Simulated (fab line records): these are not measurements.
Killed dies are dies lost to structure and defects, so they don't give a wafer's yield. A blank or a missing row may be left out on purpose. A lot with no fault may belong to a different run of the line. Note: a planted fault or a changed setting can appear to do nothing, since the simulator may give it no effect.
Problem report, 8D (eight disciplines) form, completed by code || flow gf180mcu || the parts of the form that need people (team, actions taken, sign-off) are left out

1. THE PROBLEM
At GF_M2_METAL_ETCH_16, rf fwd power W averages 666.6 W over 6 wafers from 2 lots, while fault-free wafers read 795.0 W, standard deviation 2.9. That puts it -44 standard deviations away from the usual mean.
The step: etches the open film in Cl2/BCl3, stops on SiO2, target depth 750.8 nm, time 125.1 s.
First seen on wafer L323.1, day 23 08:46, on rie metal-02. The record holds 33 wafers of 11 lots with a number at this step. Rule for "out", or "out of limits": more than 4 standard deviations from the usual mean. The other wafers with a number count as sound.

2. WHAT IT IS; WHAT IT IS NOT
{"question": "which readings at this step", "is": "rf fwd power W, oes product au, throttle valve pct", "is not": "drypump motor current A"}
{"question": "which lots", "is": "L323, L327", "is not": "L312, L313, L315, L316, L317, L331, L333, L334, L335"}
{"question": "which wafers of those lots", "is": "all that have a number", "is not": "-"}
{"question": "read on which tools", "is": "rie metal-02", "is not": "rie metal-01, rie metal-04"}
{"question": "when", "is": "from day 23 08:46", "is not": "up to then (15 sound wafers); but 12 sound wafers of L331, L333, L334, L335 came after"}

3. SUSPECTS, AND WHAT RULES EACH OUT
Counting: any tool at a process step up to the reading is kept as a suspect provided that every lot that is out went through it and no sound lot did after the first of them.
- rie metal-02 at GF_M2_METAL_ETCH_16 (etches the open film in Cl2/BCl3, stops on SiO2, target depth 750.8 nm, time 125.1 s): kept. It ran every lot that is out, first L323 (day 23 08:46), and no sound lot after that; its last sound lot up to then is L316 (day 20 15:07). Its own oes product au, rf fwd power W, throttle valve pct readings are out on those wafers.
The count leaves rie metal-02 at GF_M2_METAL_ETCH_16.

4. THE CAUSE (what the simulator had put in)
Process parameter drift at GF_M2_METAL_ETCH_16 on rie metal-02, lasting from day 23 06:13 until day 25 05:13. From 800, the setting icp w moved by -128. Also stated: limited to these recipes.
Only this tool survived the counting.

5. SEQUENCE OF EFFECTS, ordered by route
Each row: a reading whose mean over the struck wafers that have a number lies more than 3 standard deviations from the usual. Scope: only readings with a usual standard deviation given in the record; hours: median across lots of the time from each lot's start at the first step in this table that gives one to its start at this step; sigmas: change in usual standard deviations.
{"hours": 0, "step": "GF_M2_METAL_ETCH_16", "reading": "oes product au", "usual": "0.990 a.u.", "on struck wafers": 0.919, "change": -0.071, "sigmas": -12}
{"hours": 0, "step": "GF_M2_METAL_ETCH_16", "reading": "rf fwd power W", "usual": "795.0 W", "on struck wafers": 666.6, "change": -128.4, "sigmas": -44}
{"hours": 0, "step": "GF_M2_METAL_ETCH_16", "reading": "throttle valve pct", "usual": "28.229 %", "on struck wafers": 28.309, "change": "+0.080", "sigmas": "+8.0"}
{"hours": 0, "step": "GF_M2_STRIP_17", "reading": "oes product au", "usual": "0.537 a.u.", "on struck wafers": 0.554, "change": "+0.017", "sigmas": "+3.4"}
{"hours": 0, "step": "GF_M2_STRIP_17", "reading": "strip time to endpoint s", "usual": "7.37 s", "on struck wafers": 7.76, "change": "+0.39", "sigmas": "+9.8"}
The process steps in it:
- GF_M2_METAL_ETCH_16: etches the open film in Cl2/BCl3, stops on SiO2, target depth 750.8 nm, time 125.1 s.
- GF_M2_STRIP_17: strips in O2/N2.
Later steps that measure or inspect, where all struck wafers having a row at the step show a number for every such reading and not one has moved that far: GF_V5_RS_MEAS_24.

6. HOW IT WOULD HAVE BEEN CAUGHT EARLIER
In this record the first reading out of limits was taken at day 23 08:46, 3 hours after the fault began at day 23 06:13.
